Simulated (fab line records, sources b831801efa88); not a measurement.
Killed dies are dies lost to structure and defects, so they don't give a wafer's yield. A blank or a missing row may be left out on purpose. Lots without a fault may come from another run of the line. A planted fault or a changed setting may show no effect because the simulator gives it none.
Chamber matching | flow sky130 | SKY_VIA3_ETCH_15 on rie_diel-03: 4 sister chambers
The step etches SiO2 in C4F8/O2/Ar, stops on TiN, target depth 507 nm, time 78 s. 7 wafers are shown with their chamber, then 8 later ones without.

WAFERS WITH THEIR CHAMBER
wafer  | chamber | oes_product_au (a.u.)
L084.5 | 3       | 0.938
L086.5 | 0       | 0.940
L089.6 | 1       | 0.946
L090.2 | 2       | 0.939
L090.3 | 0       | 0.935
L090.4 | 3       | 0.934
L093.3 | 2       | 0.944

WAFERS WITHOUT THEIR CHAMBER
wafer  | oes_product_au (a.u.)
L093.5 | 0.942
L093.6 | 0.932
L094.3 | 0.947
L094.4 | 0.943
L094.6 | 0.941
L096.1 | 0.938
L096.4 | 0.947
L096.6 | 0.938

WHICH CHAMBER EACH WENT THROUGH
wafer  | from the rows above               | in truth
L093.5 | can't be placed: 2 or 1 or 0 or 3 | 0
L093.6 | can't be placed: 3 or 0 or 2      | 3
L094.3 | can't be placed: 1 or 2           | 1
L094.4 | can't be placed: 2 or 1 or 0 or 3 | 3
L094.6 | can't be placed: 2 or 0 or 1 or 3 | 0
L096.1 | can't be placed: 0 or 3 or 2      | 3
L096.4 | can't be placed: 1 or 2           | 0
L096.6 | can't be placed: 0 or 3 or 2      | 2
Placed correctly: 0 of 8. Can't be placed from these rows: 8 (the true chamber is among the candidates in 7). Placed wrongly: 0.
How it was worked out, from the rows above alone: a wafer's distance from a chamber is the root of the sum, over the readings, of the square of ((its reading less the chamber's mean) divided by the reading's scatter). The wafer belongs to the nearest chamber; if the next one is less than 2 further off, it can't be placed. A chamber's mean is the mean of its shown wafers. The scatter: the root of (the sum of the squares of (reading less its chamber's mean) over the shown wafers, divided by (wafers less chambers)).
